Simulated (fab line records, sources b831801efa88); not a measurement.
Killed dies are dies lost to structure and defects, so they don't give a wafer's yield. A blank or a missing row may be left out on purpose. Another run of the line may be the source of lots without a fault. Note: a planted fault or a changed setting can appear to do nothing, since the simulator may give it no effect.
What tool caused it? -- flow gf180mcu -- 14 lots with 42 wafers sampled at 5 steps, on a route of 602 steps

WHAT THE GAUGES SHOWED, per wafer
GF_NWELL_OVL_MEAS_07. Usual: NWELL_OVL 0.5 nm, standard deviation 1.4.
lot,measured,on,NWELL_OVL (nm),flag
L550,day 3 12:32,overlay-01,0.7 1.7 2.6,
L552,day 3 18:25,overlay-01,-2.0 -2.2 0.2,
L555,day 4 14:52,overlay-01,0.1 -0.1 -0.1,
L556,day 4 18:49,overlay-01,-1.1 0.4 -0.2,
L557,day 5 02:10,overlay-01,1.3 3.0 2.4,
L558,day 5 09:02,overlay-01,1.2 0.2 0.7,
L560,day 5 18:57,overlay-02,-0.7 -1.9 -0.5,
L561,day 5 22:49,overlay-02,3.1 2.9 1.7,
L564,day 6 17:22,overlay-01,2.0 2.5 0.7,
L565,day 6 18:15,overlay-02,0.4 2.5 1.4,
L566,day 7 00:22,overlay-01,3.1 2.8 2.6,
L567,day 7 07:31,overlay-02,-2.1 -1.5 -0.5,
L568,day 7 11:16,overlay-02,0.8 0.2 -0.3,
L573,day 8 11:04,overlay-02,1.2 1.5 0.4,

GF_HV_LDD_TW_MEAS_23. Usual: HV_LDD_2_TW 1059, standard deviation 6.6.
lot,measured,on,HV_LDD_2_TW,flag
L550,day 11 02:28,film-metro-02,1055 1051 1050,
L552,day 11 10:49,film-metro-04,1065 1063 1062,
L555,day 12 14:52,film-metro-03,1063 1058 1063,
L556,day 13 00:13,film-metro-02,1063 1067 1061,
L557,day 13 12:37,film-metro-02,1066 1062 1058,
L558,day 13 20:38,film-metro-03,1046 1048 1057,
L560,day 14 07:58,film-metro-03,1053 1050 1044,
L561,day 14 16:35,film-metro-04,1066 1070 1067,
L564,day 15 16:38,film-metro-02,1064 1063 1068,
L565,day 15 14:49,film-metro-03,1057 1050 1056,
L566,day 15 21:49,film-metro-04,1090 1089 1083,OFF
L567,day 16 05:22,film-metro-04,1089 1090 1083,OFF
L568,day 16 08:46,film-metro-04,1085 1091 1084,OFF
L573,day 17 21:12,film-metro-03,1054 1055 1062,

GF_M1_THK_MEAS_06: measures by xrf. Usual: M1_ALCU_THK 445 nm, standard deviation 6.7.
lot,measured,on,M1_ALCU_THK (nm),flag
L550,day 16 11:28,film-metro-04,449 448 459,
L552,day 17 00:23,film-metro-01,449 453 451,
L555,day 18 07:11,film-metro-04,448 452 446,
L556,day 18 17:10,film-metro-01,436 440 440,
L557,day 19 08:43,film-metro-01,440 439 444,
L558,day 19 16:50,film-metro-04,445 444 452,
L560,day 20 06:41,film-metro-04,445 446 442,
L561,day 20 16:25,film-metro-04,450 449 450,
L564,day 21 19:17,film-metro-02,431 433 433,
L565,day 21 16:59,film-metro-02,440 442 449,
L566,day 22 01:23,film-metro-01,444 444 451,
L567,day 22 09:25,film-metro-01,435 436 445,
L568,day 22 13:09,film-metro-02,452 448 450,
L573,day 24 04:29,film-metro-02,429 441 428,

WHAT TOOL EACH LOT RAN ON (gives the tool, then ch and the chambers of the sampled wafers, and finally the start)
lot,GF_HV_LDD_IMPLANT_21,GF_M1_SPUTTER_02
L550,"implanter-02 ch 0, day 11 02:15","pvd-sputter-04, day 16 11:14"
L552,"implanter-02 ch 0, day 11 10:34","pvd-sputter-04, day 17 00:10"
L555,"implanter-04 ch 0, day 12 14:37","pvd-sputter-04, day 18 06:59"
L556,"implanter-01 ch 0, day 12 23:58","pvd-sputter-03, day 18 16:58"
L557,"implanter-01 ch 0, day 13 12:22","pvd-sputter-03, day 19 08:30"
L558,"implanter-04 ch 0, day 13 20:23","pvd-sputter-03, day 19 16:37"
L560,"implanter-04 ch 0, day 14 07:43","pvd-sputter-03, day 20 06:28"
L561,"implanter-02 ch 0, day 14 16:20","pvd-sputter-03, day 20 16:12"
L564,"implanter-04 ch 0, day 15 16:23","pvd-sputter-03, day 21 19:05"
L565,"implanter-04 ch 0, day 15 14:34","pvd-sputter-04, day 21 16:47"
L566,"implanter-04 ch 0, day 15 21:34","pvd-sputter-03, day 22 01:11"
L567,"implanter-04 ch 0, day 16 05:08","pvd-sputter-03, day 22 09:11"
L568,"implanter-04 ch 0, day 16 08:32","pvd-sputter-04, day 22 12:56"
L573,"implanter-01 ch 0, day 17 20:58","pvd-sputter-03, day 24 04:16"
- GF_HV_LDD_IMPLANT_21
- GF_M1_SPUTTER_02: material AlCu, target thk 450 nm, time 23.9 s.

WHAT THE TOOLS THEMSELVES READ (means of the sampled wafers that have a number; where no wafer has one, the mark that the record gives instead)
GF_HV_LDD_IMPLANT_21. Usual: beam-on-s 9.99 s, standard deviation 0.21; end-station-pressure-torr 5.2e-06 Torr, standard deviation 2.9e-07; faraday-current-uA 282, standard deviation 5.8.
lot,tool,beam-on-s (s),end-station-pressure-torr (Torr),faraday-current-uA,flag
L550,implanter-02,10.05,5.4e-06,280,
L552,implanter-02,9.98,5.1e-06,283,
L555,implanter-04,9.92,5.1e-06,284,
L556,implanter-01,9.89,5.3e-06,285,
L557,implanter-01,10.03,5.0e-06,281,
L558,implanter-04,9.99,5.2e-06,282,
L560,implanter-04,10.04,5.0e-06,281,
L561,implanter-02,10.08,5.3e-06,279,
L564,implanter-04,9.89,5.2e-06,285,
L565,implanter-04,9.75,5.3e-06,288,
L566,implanter-04,10.79,4.1e-05,260,OFF
L567,implanter-04,10.54,3.9e-05,266,OFF
L568,implanter-04,10.72,3.8e-05,261,OFF
L573,implanter-01,9.92,5.3e-06,284,

GF_M1_SPUTTER_02. Usual: 29.9 % for throttle-valve-pct, sd 1.3.
lot,tool,throttle-valve-pct (%),flag
L550,pvd-sputter-04,29.8,
L552,pvd-sputter-04,30.1,
L555,pvd-sputter-04,30.0,
L556,pvd-sputter-03,31.1,
L557,pvd-sputter-03,29.6,
L558,pvd-sputter-03,29.7,
L560,pvd-sputter-03,30.3,
L561,pvd-sputter-03,31.9,
L564,pvd-sputter-03,28.9,
L565,pvd-sputter-04,29.9,
L566,pvd-sputter-03,29.6,
L567,pvd-sputter-03,31.0,
L568,pvd-sputter-04,29.5,
L573,pvd-sputter-03,28.7,

THE ANSWER, worked out from the rows above alone
Rule: take the mean of a lot's wafers that have a number; if it is more than 3 standard deviations from the usual mean, the lot is off. Also off: a lot with no number at a reading for which 4 or more lots have one. The other lots that the step has rows for count as sound. After the gauges, taken in route order, come the tools' own readings; for these a lot's mean is taken, as printed above. At the first step where some lot is off, the reading lying furthest off is the one used; lots without a number count as furthest.
Off: L566, L567, L568, seen at GF_HV_LDD_TW_MEAS_23 (HV_LDD_2_TW).
If a tool, at a process step before that reading, ran all the lots that are off and no sound lot after the first of them, it fits. The gauges at GF_HV_LDD_TW_MEAS_23 aren't tried: what is off there is off at GF_HV_LDD_IMPLANT_21 too, on other tools, and a gauge's error can't cause that. One fits: GF_HV_LDD_IMPLANT_21 on implanter-04. A fault onset in the window from L564 (day 15 16:23, its last sound lot) to L566 (day 15 21:34, its first lot off) fits.
The tool's own readings at GF_HV_LDD_IMPLANT_21 bear it out: on the lots that are off they differ by more than 5 times the standard deviation of the sound lots' means. beam-on-s reads 10.68 s there against 9.96 s on the sound lots; end-station-pressure-torr reads 3.9e-05 Torr there against 5.2e-06 Torr on the sound lots; faraday-current-uA reads 262 there against 283 on the sound lots.

WHAT WAS PUT IN BY THE SIMULATOR
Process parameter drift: implanter-04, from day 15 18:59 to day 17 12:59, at GF_HV_LDD_IMPLANT_21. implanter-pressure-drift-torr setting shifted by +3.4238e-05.
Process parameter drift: implanter-04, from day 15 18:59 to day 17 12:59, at GF_HV_LDD_IMPLANT_21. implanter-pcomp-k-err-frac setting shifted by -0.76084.
Struck lots among those shown: L566, L567, L568. The rule given above showed the same thing.
